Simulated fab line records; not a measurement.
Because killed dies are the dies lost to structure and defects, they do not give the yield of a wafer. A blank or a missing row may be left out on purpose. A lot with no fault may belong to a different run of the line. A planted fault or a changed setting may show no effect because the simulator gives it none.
Chamber matching :: flow sfq_line :: SFQ_TRILAYER_I2_VIA_ETCH_VIA_ETCH_070 on rie_diel-04: 4 sister chambers
The step etches SiO2 in CHF3, stops on Nb, target depth 260 nm. 16 wafers are shown with their chamber, then 8 later ones without.

== WAFERS PAIRED WITH THEIR CHAMBERS ==
wafer: L955.3
chamber: 3
bias_w (W): 79.49
oes_product_au (a.u.): 0.852

wafer: L955.4
chamber: 1
bias_w (W): 79.97
oes_product_au (a.u.): 0.851

wafer: L955.6
chamber: 1
bias_w (W): 80.21
oes_product_au (a.u.): 0.855

wafer: L956.1
chamber: 0
bias_w (W): 80.11
oes_product_au (a.u.): 0.858

wafer: L956.5
chamber: 1
bias_w (W): 79.97
oes_product_au (a.u.): 0.855

wafer: L956.6
chamber: 2
bias_w (W): 79.85
oes_product_au (a.u.): 0.847

wafer: L957.4
chamber: 3
bias_w (W): 79.71
oes_product_au (a.u.): 0.856

wafer: L957.5
chamber: 2
bias_w (W): 79.55
oes_product_au (a.u.): 0.853

wafer: L957.6
chamber: 3
bias_w (W): 79.54
oes_product_au (a.u.): 0.843

wafer: L961.1
chamber: 3
bias_w (W): 79.99
oes_product_au (a.u.): 0.854

wafer: L961.4
chamber: 1
bias_w (W): 79.79
oes_product_au (a.u.): 0.852

wafer: L961.6
chamber: 0
bias_w (W): 79.99
oes_product_au (a.u.): 0.866

wafer: L963.4
chamber: 2
bias_w (W): 79.66
oes_product_au (a.u.): 0.860

wafer: L963.5
chamber: 0
bias_w (W): 79.60
oes_product_au (a.u.): 0.854

wafer: L963.6
chamber: 1
bias_w (W): 79.82
oes_product_au (a.u.): 0.860

wafer: L967.1
chamber: 1
bias_w (W): 80.09
oes_product_au (a.u.): 0.855

SIGNATURES (averages over the wafers above)
reading: bias_w
chamber 0: 79.9000
chamber 1: 79.9750
chamber 2: 79.6867
chamber 3: 79.6825
scatter within a chamber: 0.197

reading: oes_product_au
chamber 0: 0.85933
chamber 1: 0.85467
chamber 2: 0.85333
chamber 3: 0.85125
scatter within a chamber: 0.00506
Rule: for a wafer and a chamber, the distance is found by dividing, reading by reading, the gap between the wafer's reading and the chamber's mean by the reading's scatter, squaring, summing and taking the root. If the next closest chamber is less than 2 further off than the closest, the wafer can't be placed; otherwise it belongs to the closest. The scatter: take each reading less its chamber's mean, square it, sum over the shown wafers, divide by the number of wafers less the number of chambers, and take the root.

== WAFERS WITHOUT THEIR CHAMBER ==
wafer: L967.2
bias_w (W): 79.88
oes_product_au (a.u.): 0.856

wafer: L967.6
bias_w (W): 79.75
oes_product_au (a.u.): 0.843

wafer: L968.1
bias_w (W): 80.16
oes_product_au (a.u.): 0.850

wafer: L968.3
bias_w (W): 79.93
oes_product_au (a.u.): 0.850

wafer: L968.6
bias_w (W): 79.74
oes_product_au (a.u.): 0.850

wafer: L971.4
bias_w (W): 80.51
oes_product_au (a.u.): 0.850

wafer: L971.5
bias_w (W): 80.23
oes_product_au (a.u.): 0.857

wafer: L971.6
bias_w (W): 79.97
oes_product_au (a.u.): 0.852

== THE CHAMBER EACH PASSED THROUGH ==
wafer: L967.2
from the rows above: can't be placed: 1 or 0 or 2 or 3
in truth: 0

wafer: L967.6
from the rows above: can't be placed: 3 or 2 or 1 or 0
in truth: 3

wafer: L968.1
from the rows above: can't be placed: 1 or 0 or 3 or 2
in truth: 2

wafer: L968.3
from the rows above: can't be placed: 1 or 3 or 2 or 0
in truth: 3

wafer: L968.6
from the rows above: can't be placed: 3 or 2 or 1 or 0
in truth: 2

wafer: L971.4
from the rows above: can't be placed: 1 or 0 or 3 or 2
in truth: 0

wafer: L971.5
from the rows above: can't be placed: 1 or 0 or 2 or 3
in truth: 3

wafer: L971.6
from the rows above: can't be placed: 1 or 2 or 3 or 0
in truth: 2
0 of 8 placed correctly. Can't be placed from these rows: 8 (the true chamber is among the candidates in 8). Number placed wrongly: 0.
